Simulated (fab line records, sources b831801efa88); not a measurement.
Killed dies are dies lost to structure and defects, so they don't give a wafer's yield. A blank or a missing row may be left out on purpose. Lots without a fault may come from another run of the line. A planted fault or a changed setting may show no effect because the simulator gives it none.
Which tool did it? | flow gf180mcu | 6 lots, 18 wafers sampled, at 3 steps of a route of 602

WHAT THE GAUGES READ, wafer by wafer
GF_VT_IMPLANT_TW_MEAS_21.
lot  | measured     | on            | VT_IMPLANT_2_TW
L344 | day 6 19:34  | film_metro-04 | 1206 1211 1213
L347 | day 7 13:53  | film_metro-02 | 1187 1186 1188
L349 | day 8 03:14  | film_metro-03 | 1233 1223 1233
L352 | day 9 01:50  | film_metro-03 | 1230 1227 1228
L354 | day 9 09:35  | film_metro-03 | 1223 1223 1235
L362 | day 11 12:39 | film_metro-02 | 1255 1257 1252

WHICH TOOL RAN EACH LOT (tool, then ch and the chambers of the sampled wafers, then the start)
lot  | GF_VT_IMPLANT_STRIP_09               | GF_VT_IMPLANT_IMPLANT_19
L344 | plasma_asher-01 ch 0,1, day 6 03:41  | implanter-04 ch 0, day 6 19:19
L347 | plasma_asher-01 ch 0,1, day 6 21:50  | implanter-01 ch 0, day 7 13:38
L349 | plasma_asher-01 ch 0,1, day 7 09:59  | implanter-03 ch 0, day 8 03:00
L352 | plasma_asher-02 ch 0, day 8 08:09    | implanter-04 ch 0, day 9 01:35
L354 | plasma_asher-04 ch 0,1, day 8 16:23  | implanter-04 ch 0, day 9 09:22
L362 | plasma_asher-04 ch 0,1, day 10 17:39 | implanter-01 ch 0, day 11 12:25
- GF_VT_IMPLANT_STRIP_09: strips in O2/N2.
- GF_VT_IMPLANT_IMPLANT_19

THE ANSWER, worked out from the rows above alone
Rule: what is usual is taken from the lots themselves. Put in order of their means at a reading, lots are off if they are a third of the lots or fewer, leave a main group of 4 or more, and stand apart from it by a gap of 3 or more times the standard deviation of the main group's means; of several such gaps the widest counts. A main group whose means are all the same, to the digits that the tables above print for the reading, isn't used. A lot without any number at a reading at which 4 lots or more have one is off too. The other lots that the step has rows for count as sound.
No lot is off at any reading shown: from this, nothing can be told.

WHAT THE SIMULATOR HAD PUT IN
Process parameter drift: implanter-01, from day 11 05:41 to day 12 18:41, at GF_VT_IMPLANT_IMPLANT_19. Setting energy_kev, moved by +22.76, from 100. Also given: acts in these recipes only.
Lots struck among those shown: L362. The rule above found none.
